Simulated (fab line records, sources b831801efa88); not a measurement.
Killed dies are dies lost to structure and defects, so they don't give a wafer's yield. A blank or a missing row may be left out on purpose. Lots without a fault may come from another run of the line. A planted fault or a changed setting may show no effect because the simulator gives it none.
One fault seen from 2 desks | flow sky130 | each desk has only its own numbers; what lay behind them comes last

THE TOOL OWNER'S DESK: cvd_w-02
The tool's own readings at SKY_VIA3_CVD_21 (deposits W, target thk 390 nm, time 117.31 s): means of the sampled wafers that have a number, for each lot that ran on this tool. A lot is out of limits, marked OUT, if its mean lies more than 4 standard deviations from the usual mean; the brackets give that distance.
Columns: A = heater_power_w at SKY_VIA3_CVD_21, usual 800 W
lot  | first seen here | A
L378 | day 39 08:43    | 729
L379 | day 39 18:43    | 728
L380 | day 40 22:44    | 744
L382 | day 41 00:35    | 734
L388 | day 42 12:55    | 750
L390 | day 42 23:45    | 734
L401 | day 46 18:41    | 751
This desk's finding: nothing out of limits on any of the 7 lots.

THE METROLOGY DESK
What the gauges read, lot by lot, whatever tool the lot ran on: means of the sampled wafers that have a number. A lot is out of limits, marked OUT, if its mean lies more than 4 standard deviations from the usual mean; the brackets give that distance.
Columns: A = METAL5_ALCU_RS at SKY_METAL5_RS_MEAS_05, usual 0.0269 ohm/sq
lot  | first seen here | A
L378 | day 42 13:47    | 0.0269
L379 | day 42 20:52    | 0.0264
L380 | day 43 23:30    | 0.0269
L382 | day 44 02:11    | 0.0269
L383 | day 44 05:09    | 0.0267
L388 | day 45 12:43    | 0.0268
L390 | day 45 20:35    | 0.0266
L391 | day 46 12:32    | 0.0269
L394 | day 47 06:05    | 0.0271
L395 | day 47 14:24    | 0.0270
L401 | day 49 06:29    | 0.0271
L400 | day 49 09:43    | 0.0269
This desk's finding: nothing out of limits on any of the 12 lots.

PUT TOGETHER
The tool owner's desk saw nothing out of limits.
The metrology desk saw nothing out of limits.

WHAT THE SIMULATOR HAD PUT IN
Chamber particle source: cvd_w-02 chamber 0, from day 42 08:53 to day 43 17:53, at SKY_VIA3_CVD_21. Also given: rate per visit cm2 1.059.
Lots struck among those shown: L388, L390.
